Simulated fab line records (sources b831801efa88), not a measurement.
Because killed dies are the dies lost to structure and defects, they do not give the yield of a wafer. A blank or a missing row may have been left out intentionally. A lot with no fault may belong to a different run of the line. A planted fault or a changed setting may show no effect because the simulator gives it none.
Chamber matching :: flow sfqLine :: 4 sister chambers for SFQ_TRILAYER_I0_CMP_CMP_028 on cmp-02
The step polishes SiO2. 8 wafers are shown with their chamber, then 8 later ones without.

EACH WAFER AND ITS CHAMBER
wafer: L547.3
chamber: 0
motorCurrentA (A): 10.9
timeToEndpointS (s): 199

wafer: L547.4
chamber: 2
motorCurrentA (A): 9.2
timeToEndpointS (s): 218

wafer: L548.2
chamber: 2
motorCurrentA (A): 8.8
timeToEndpointS (s): 211

wafer: L551.1
chamber: 0
motorCurrentA (A): 11.3
timeToEndpointS (s): 203

wafer: L551.2
chamber: 3
motorCurrentA (A): 9.8
timeToEndpointS (s): 208

wafer: L551.6
chamber: 1
motorCurrentA (A): 9.8
timeToEndpointS (s): 224

wafer: L552.4
chamber: 1
motorCurrentA (A): 9.5
timeToEndpointS (s): 208

wafer: L552.2
chamber: 3
motorCurrentA (A): 10.1
timeToEndpointS (s): 194

WAFERS MISSING THEIR CHAMBER
wafer: L552.3
motorCurrentA (A): 11.6
timeToEndpointS (s): 192

wafer: L560.4
motorCurrentA (A): 11.1
timeToEndpointS (s): 199

wafer: L562.2
motorCurrentA (A): 9.4
timeToEndpointS (s): 201

wafer: L562.4
motorCurrentA (A): 10.0
timeToEndpointS (s): 204

wafer: L562.6
motorCurrentA (A): 9.0
timeToEndpointS (s): 214

wafer: L564.1
motorCurrentA (A): 9.6
timeToEndpointS (s): 197

wafer: L564.2
motorCurrentA (A): 10.2
timeToEndpointS (s): 203

wafer: L564.4
motorCurrentA (A): 8.9
timeToEndpointS (s): 210

EACH ONE'S CHAMBER
wafer: L552.3
from the rows above: 0
in truth: 0

wafer: L560.4
from the rows above: 0
in truth: 0

wafer: L562.2
from the rows above: can't be placed: 1 or 3 or 2
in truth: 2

wafer: L562.4
from the rows above: can't be placed: 3 or 1
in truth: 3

wafer: L562.6
from the rows above: 2
in truth: 2

wafer: L564.1
from the rows above: can't be placed: 3 or 1 or 2
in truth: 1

wafer: L564.2
from the rows above: can't be placed: 3 or 1
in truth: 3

wafer: L564.4
from the rows above: 2
in truth: 2
4 of 8 placed correctly. From these rows, 4 cannot be placed; in 4 the true chamber is one of the candidates. Wrongly placed: 0.
How it was worked out, from the rows above alone: a wafer's distance from a chamber is the root of the sum, over the readings, of the square of ((its reading less the chamber's mean) divided by the reading's scatter). The wafer belongs to the nearest chamber; if the next one is less than 2 further off, it can't be placed. Each chamber's mean is taken over the wafers shown for it. The scatter: take each reading less its chamber's mean, square it, sum over the shown wafers, divide by the number of wafers less the number of chambers, and take the root.
